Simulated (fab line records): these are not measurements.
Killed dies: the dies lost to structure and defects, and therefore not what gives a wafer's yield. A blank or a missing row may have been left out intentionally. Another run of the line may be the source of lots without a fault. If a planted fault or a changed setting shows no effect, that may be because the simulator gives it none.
Struck lot and sound lot, side by side | flow sky130 | 15 out of 708 route steps
Sound: the wafers L778.1, L778.4, L778.6. Struck: wafers L795.1, L795.3, L795.4. Last of all comes the cause.
Order at every step that has rows: each side's tool, ch and its chambers, its first start. Under that, the readings that differ: sound wafers | struck wafers | difference of the means | sigmas: that difference in standard deviations of wafers without a fault.
alike: readings whose means differ by less than 2 such deviations, and words and numbers that are the same on both sides. not compared: withheld readings, readings that some wafer has no value for, bounds like >300 that may hide the same value, and numbers for which the record gives no deviation and whose values overlap.
The two part at a step that has a row with sigmas, a row that says differs or no value, or rows on one side only. Numbers that have no deviation but don't overlap get no sigmas and don't part them. A reading missing from all wafers of one side parts the sides only when that side holds two or more wafers.

first, 1 step without rows for these wafers: SKY_VIA2_ETCH_14 (etches BARC in N2/H2, stops on SiO2, time 45.9 s, target depth 60 nm).
SKY_VIA2_ETCH_15: etches SiO2 in C4F8/O2/Ar, stops on TiN, target depth 546 nm, time 84 s.
  sound on rie_diel-02 ch 1,2,3, day 38 16:53; struck on rie_diel-02 ch 0,2,3, day 43 08:03
  alike: oes_product_au
  not compared: rf_hours_counter_h
then, 4 steps without rows for these wafers: SKY_VIA2_STRIP_16 (strips in O2/N2); SKY_VIA2_STRIP_17 (strips in post etch residue remover, time 1200 s); SKY_VIA2_CLEAN_18 (cleans in IPA, time 180 s); SKY_VIA2_CLEAN_19 (cleans in O3/DIW).
SKY_VIA2_SPUTTER_20: material TiN, target thk 20 nm, time 80 s.
  sound: pvd_sputter-02 at day 38 17:35; struck: pvd_sputter-01 at day 43 08:43
  alike: chamber_pressure_pa, throttle_valve_pct
SKY_VIA2_CVD_21: deposits W, target thk 420 nm, time 126.4 s.
  sound on cvd_w-02 ch 0,1, day 38 17:39; struck on cvd_w-01 ch 0,1, day 43 08:46
  alike: heater_power_w
SKY_VIA2_RS_MEAS_22: measurement is done with a four-point probe.
  sound: film_metro-01 at day 38 17:47; struck: film_metro-03 at day 43 08:54
  alike: VIA2_W_RS
SKY_VIA2_THK_MEAS_23: measures by xrf.
  sound: film_metro-01 at day 38 17:54; struck: film_metro-03 at day 43 09:01
  reading         | sound       | struck      | difference | sigmas
  VIA2_W_THK (nm) | 420 410 418 | 403 408 397 | -13        | -2
then, 1 step without rows for these wafers: SKY_VIA2_CMP_24 (polishes, stops on SiO2, t overpolish 20 s, target thk 0 nm).
SKY_METAL3_SPUTTER_00: material Ti, target thk 15 nm, time 10 s.
  sound: pvd_sputter-03 at day 38 18:16; struck: pvd_sputter-02 at day 43 09:25
  alike: chamber_pressure_pa, throttle_valve_pct
SKY_METAL3_SPUTTER_01: material TiN, target thk 20 nm, time 16.7 s.
  sound: pvd_sputter-03 at day 38 18:17; struck: pvd_sputter-02 at day 43 09:26
  reading                                    | sound            | struck            | difference | sigmas
  model.TiN_of_METAL3_SPUTTER_01.thk_nm (nm) | 20.01 19.7 19.98 | 26.96 27.43 27.58 | +7.43      |
  alike: chamber_pressure_pa, throttle_valve_pct
SKY_METAL3_SPUTTER_02: material AlCu, target thk 735 nm, time 39.1 s.
  sound: pvd_sputter-03 at day 38 18:18; struck: pvd_sputter-02 at day 43 09:28
  alike: chamber_pressure_pa, throttle_valve_pct
-- the record jumps here: 8 days lie between the struck wafers' starts before and after (it left off in module METAL3 and takes up again in module PAD_OPEN, whose first step shown is number 708 of the route) --
SKY_PAD_OPEN_PROBE_99:
  sound: prober-02 at day 47 15:23; struck: prober-02 at day 51 04:02
  reading     | sound    | struck   | difference | sigmas
  killed_open | 39 46 43 | 58 61 56 | +16        | +2
  alike: defect_limited_yield, killed_at_M0_to_M3, killed_at_M4_up, killed_at_contacts, killed_at_front_end, killed_at_other, killed_dies, killed_on_rim, killed_short, sort_bin_3_pad_short, sort_bin_5_function, sort_bin_6_memory, sort_n_pass, sort_yield_pct

## WHERE THEY PART
At SKY_VIA2_THK_MEAS_23 first; at SKY_PAD_OPEN_PROBE_99 last (within this record only).

WHY: what the simulator had put in
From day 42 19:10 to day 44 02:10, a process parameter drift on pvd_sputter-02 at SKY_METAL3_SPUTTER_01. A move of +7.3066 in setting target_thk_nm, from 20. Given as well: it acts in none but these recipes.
